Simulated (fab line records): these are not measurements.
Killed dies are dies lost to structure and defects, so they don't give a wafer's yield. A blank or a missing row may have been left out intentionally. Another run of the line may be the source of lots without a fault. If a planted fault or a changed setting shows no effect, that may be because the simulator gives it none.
Which tool was responsible? :: flow gf180mcu :: 18 wafers from 6 lots sampled at 2 of the route's 602 steps

WHAT THE GAUGES SHOWED, per wafer
GF_SAB_OVL_MEAS_10.
lot: L955
measured: day 15 19:14
on: overlay-01
SAB_OVL (nm): -0.4 1.2 -1.1

lot: L957
measured: day 16 17:08
on: overlay-01
SAB_OVL (nm): 0.1 0.0 0.3

lot: L962
measured: day 18 08:02
on: overlay-02
SAB_OVL (nm): -0.5 -1.6 -1.9

lot: L964
measured: day 19 05:17
on: overlay-02
SAB_OVL (nm): -1.1 -0.8 -2.5

lot: L973
measured: day 22 11:34
on: overlay-02
SAB_OVL (nm): 0.6 -0.5 -0.4

lot: L975
measured: day 22 19:52
on: overlay-02
SAB_OVL (nm): 0.7 -0.3 0.2

WHAT TOOL EACH LOT RAN ON (gives the tool, then ch and the chambers of the sampled wafers, and finally the start)
lot: L955
GF_SAB_CVD_00: pecvd-04 ch 0,1,2, day 14 22:00

lot: L957
GF_SAB_CVD_00: pecvd-03 ch 0,1,2, day 15 18:08

lot: L962
GF_SAB_CVD_00: pecvd-04 ch 0,1, day 17 08:29

lot: L964
GF_SAB_CVD_00: pecvd-04 ch 0,1,2, day 18 05:23

lot: L973
GF_SAB_CVD_00: pecvd-04 ch 0,1, day 21 12:23

lot: L975
GF_SAB_CVD_00: pecvd-03 ch 0,1,2, day 21 21:16
- GF_SAB_CVD_00: deposits SiO2 from TEOS, target thk 50 nm, time 4.9302 s.

THE ANSWER, worked out from the rows above alone
Rule: what is usual is taken from the lots themselves. The widest of any qualifying gaps counts: lots, ordered by their means at a reading, are off when they make up no more than a third of the lots, leave a main group of 4 or more, and stand apart from it by 3 or more times the standard deviation of that group's means. A main group is skipped when, at the precision printed for the reading in the tables above, its means are all equal. Also off: a lot with no number at a reading for which 4 or more lots have one. Where the step has rows for the other lots, those lots are counted as sound.
Off: at GF_SAB_OVL_MEAS_10 (SAB_OVL), L962, L964. For the main group the mean is 0.0 nm and the standard deviation 0.14.
If a tool, at a process step before that reading, ran all the lots that are off and no sound lot after the first of them, it fits. The gauges at GF_SAB_OVL_MEAS_10 are tried like those tools. Of those tried, none fits.

WHAT THE SIMULATOR HAD INSERTED
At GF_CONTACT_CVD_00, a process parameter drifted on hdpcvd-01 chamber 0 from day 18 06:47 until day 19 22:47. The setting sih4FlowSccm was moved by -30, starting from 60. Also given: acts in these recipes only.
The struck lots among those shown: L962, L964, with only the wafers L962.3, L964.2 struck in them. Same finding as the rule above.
